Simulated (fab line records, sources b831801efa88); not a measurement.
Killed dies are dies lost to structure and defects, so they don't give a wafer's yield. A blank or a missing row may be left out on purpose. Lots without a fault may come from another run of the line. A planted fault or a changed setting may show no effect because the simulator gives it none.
Which tool did it? | flow gf180mcu | 6 lots, 18 wafers sampled, at 2 steps of a route of 602

WHAT THE GAUGES READ, wafer by wafer
GF_V5_THK_MEAS_03.
lot  | measured     | on            | V5_CVD_02_THK (nm)
L602 | day 26 21:29 | film_metro-02 | 1441 1449 1478
L604 | day 27 13:13 | film_metro-04 | 1433 1425 1432
L606 | day 28 05:56 | film_metro-03 | 1470 1444 1483
L611 | day 29 09:55 | film_metro-04 | 1450 1454 1487
L614 | day 30 07:32 | film_metro-04 | 1426 1456 1448
L622 | day 32 09:46 | film_metro-02 | 1433 1478 1456

WHICH TOOL RAN EACH LOT (tool, then ch and the chambers of the sampled wafers, then the start)
lot  | GF_STI_OXIDATION_21
L602 | furnace-02 ch 0, day 2 09:09
L604 | furnace-02 ch 0, day 2 18:49
L606 | furnace-01 ch 0, day 3 04:24
L611 | furnace-01 ch 0, day 4 07:58
L614 | furnace-02 ch 0, day 4 21:50
L622 | furnace-02 ch 0, day 6 15:07
- GF_STI_OXIDATION_21: stabilise 600 s, purge 300 s, target thk 15 nm.

THE ANSWER, worked out from the rows above alone
Rule: what is usual is taken from the lots themselves. Put in order of their means at a reading, lots are off if they are a third of the lots or fewer, leave a main group of 4 or more, and stand apart from it by a gap of 3 or more times the standard deviation of the main group's means; of several such gaps the widest counts. A main group whose means are all the same, to the digits that the tables above print for the reading, isn't used. A lot without any number at a reading at which 4 lots or more have one is off too. The other lots that the step has rows for count as sound.
No lot is off at any reading shown: from this, nothing can be told.

WHAT THE SIMULATOR HAD PUT IN
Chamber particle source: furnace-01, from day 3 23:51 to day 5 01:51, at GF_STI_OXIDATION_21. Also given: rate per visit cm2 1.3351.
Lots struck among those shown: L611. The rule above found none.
